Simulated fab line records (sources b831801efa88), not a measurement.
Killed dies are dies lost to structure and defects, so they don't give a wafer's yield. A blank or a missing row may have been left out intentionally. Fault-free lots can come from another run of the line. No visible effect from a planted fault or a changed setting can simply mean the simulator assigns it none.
The tool behind it: which one?    flow sky130    6 lots with 18 wafers sampled at 2 steps, on a route of 708 steps

== WHAT THE GAUGES SHOWED, per wafer ==
SKY_SD_N_RS_MEAS_16: a four-point-probe measurement.
lot   measured      on             SD_N_RS (ohm/sq)
L495  day 29 20:33  film-metro-01  68.58 68.57 68.55
L497  day 30 07:25  film-metro-01  68.94 68.67 68.66
L500  day 31 14:08  film-metro-04  68.69 68.81 68.70
L502  day 32 01:55  film-metro-04  68.50 68.47 68.72
L508  day 34 07:38  film-metro-04  71.26 71.34 71.18 71.17 71.28 71.22
L515  day 35 20:26  film-metro-03  68.55 68.58 68.42

== WHICH TOOL RAN EACH LOT (tool, then ch and the chambers of the sampled wafers, then the start) ==
lot   SKY_SD_N_RTA_14
L495  rtp-anneal-02 ch 0, day 29 20:23
L497  rtp-anneal-02 ch 0, day 30 07:13
L500  rtp-anneal-01 ch 0, day 31 13:58
L502  rtp-anneal-01 ch 0, day 32 01:44
L508  rtp-anneal-01 ch 0, day 34 07:26
L515  rtp-anneal-02 ch 0, day 35 20:14
- SKY_SD_N_RTA_14: time 2 s.

== THE ANSWER, worked out from the rows above alone ==
Rule: usual is defined by the lots themselves. Put in order of their means at a reading, lots are off if they are a third of the lots or fewer, leave a main group of 4 or more, and stand apart from it by a gap of 3 or more times the standard deviation of the main group's means; of several such gaps the widest counts. A main group is skipped when, at the precision printed for the reading in the tables above, its means are all equal. Also off: a lot with no number at a reading for which 4 or more lots have one. Any other lot the step has rows for is counted as sound.
Off: L508, seen at SKY_SD_N_RS_MEAS_16 (SD_N_RS). For the main group the mean is 68.63 ohm/sq and the standard deviation 0.098.
A tool fits if, at a process step before that reading, it ran every lot that is off, and no sound lot after the first of them. Those tools and the gauges at SKY_SD_N_RS_MEAS_16 are tried in the same way. 2 tools fit, rtp-anneal-01 at SKY_SD_N_RTA_14 and film-metro-04 at SKY_SD_N_RS_MEAS_16, so this cannot tell which one it is.

== WHAT THE SIMULATOR HAD PUT IN ==
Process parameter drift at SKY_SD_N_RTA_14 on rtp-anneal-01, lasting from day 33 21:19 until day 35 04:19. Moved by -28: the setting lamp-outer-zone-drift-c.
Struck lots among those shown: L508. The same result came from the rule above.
